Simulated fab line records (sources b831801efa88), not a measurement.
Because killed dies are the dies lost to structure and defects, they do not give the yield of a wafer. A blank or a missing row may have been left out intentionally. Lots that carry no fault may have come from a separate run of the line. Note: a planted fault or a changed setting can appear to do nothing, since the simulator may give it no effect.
2 desks, one fault    flow gf180mcu    each desk has only its own numbers; what lay behind them comes last

== FROM THE METROLOGY DESK ==
Lot by lot, what the gauges showed, no matter which tool ran the lot: averages of those sampled wafers that carry a number. Marked OUT: a lot whose mean sits more than 4 standard deviations from the usual mean, which makes it out of limits; the brackets give that distance.
Columns: A = STI_OXIDATION_THK at GF_STI_THK_MEAS_02, usual 9.95 nm; B = STI_CVD_03_THK at GF_STI_THK_MEAS_04, usual 206.9 nm; C = cdNm at GF_STI_CD_MEAS_12, usual 219.9 nm
lot   first seen here  A      B      C
L120  day 2 02:31      10.07  204.3  218.5
L121  day 2 07:31      9.95   206.5  218.1
L128  day 3 19:10      9.86   206.9  219.9
L131  day 4 09:33      10.02  207.1  216.8
L134  day 5 00:35      9.86   209.1  220.8
L139  day 6 01:31      9.99   204.2  218.9
This desk found nothing out of limits on any of the 6 lots.

== DESK OF THE TOOL OWNER: rieDiel-04 ==
The tool's own readings at GF_STI_ETCH_13 (etches the open film in CHF3/O2, stops on Si, target depth 282.31 nm, time 112.9 s): means of the sampled wafers that have a number, for each lot that ran on this tool. Marked OUT: a lot whose mean sits more than 4 standard deviations from the usual mean, which makes it out of limits; the brackets give that distance.
Columns: A = O2_flow_sccm at GF_STI_ETCH_13, usual 5.001 sccm; B = drypumpMotorCurrentA at GF_STI_ETCH_13, usual 5.6 A; C = oesProductAu at GF_STI_ETCH_13, usual 0.831 a.u.; D = throttleValvePct at GF_STI_ETCH_13, usual 8.810 %
lot   first seen here  A      B    C      D
L121  day 2 22:08      5.002  5.5  0.829  8.808
L128  day 4 10:50      4.997  5.4  0.845  8.803
L131  day 5 02:14      5.011  6.0  0.841  8.814
This desk found nothing out of limits on any of the 3 lots.

== PUT TOGETHER ==
At the metrology desk, nothing out of limits was observed.
The tool owner's desk saw nothing out of limits.

== WHAT THE SIMULATOR HAD PUT IN ==
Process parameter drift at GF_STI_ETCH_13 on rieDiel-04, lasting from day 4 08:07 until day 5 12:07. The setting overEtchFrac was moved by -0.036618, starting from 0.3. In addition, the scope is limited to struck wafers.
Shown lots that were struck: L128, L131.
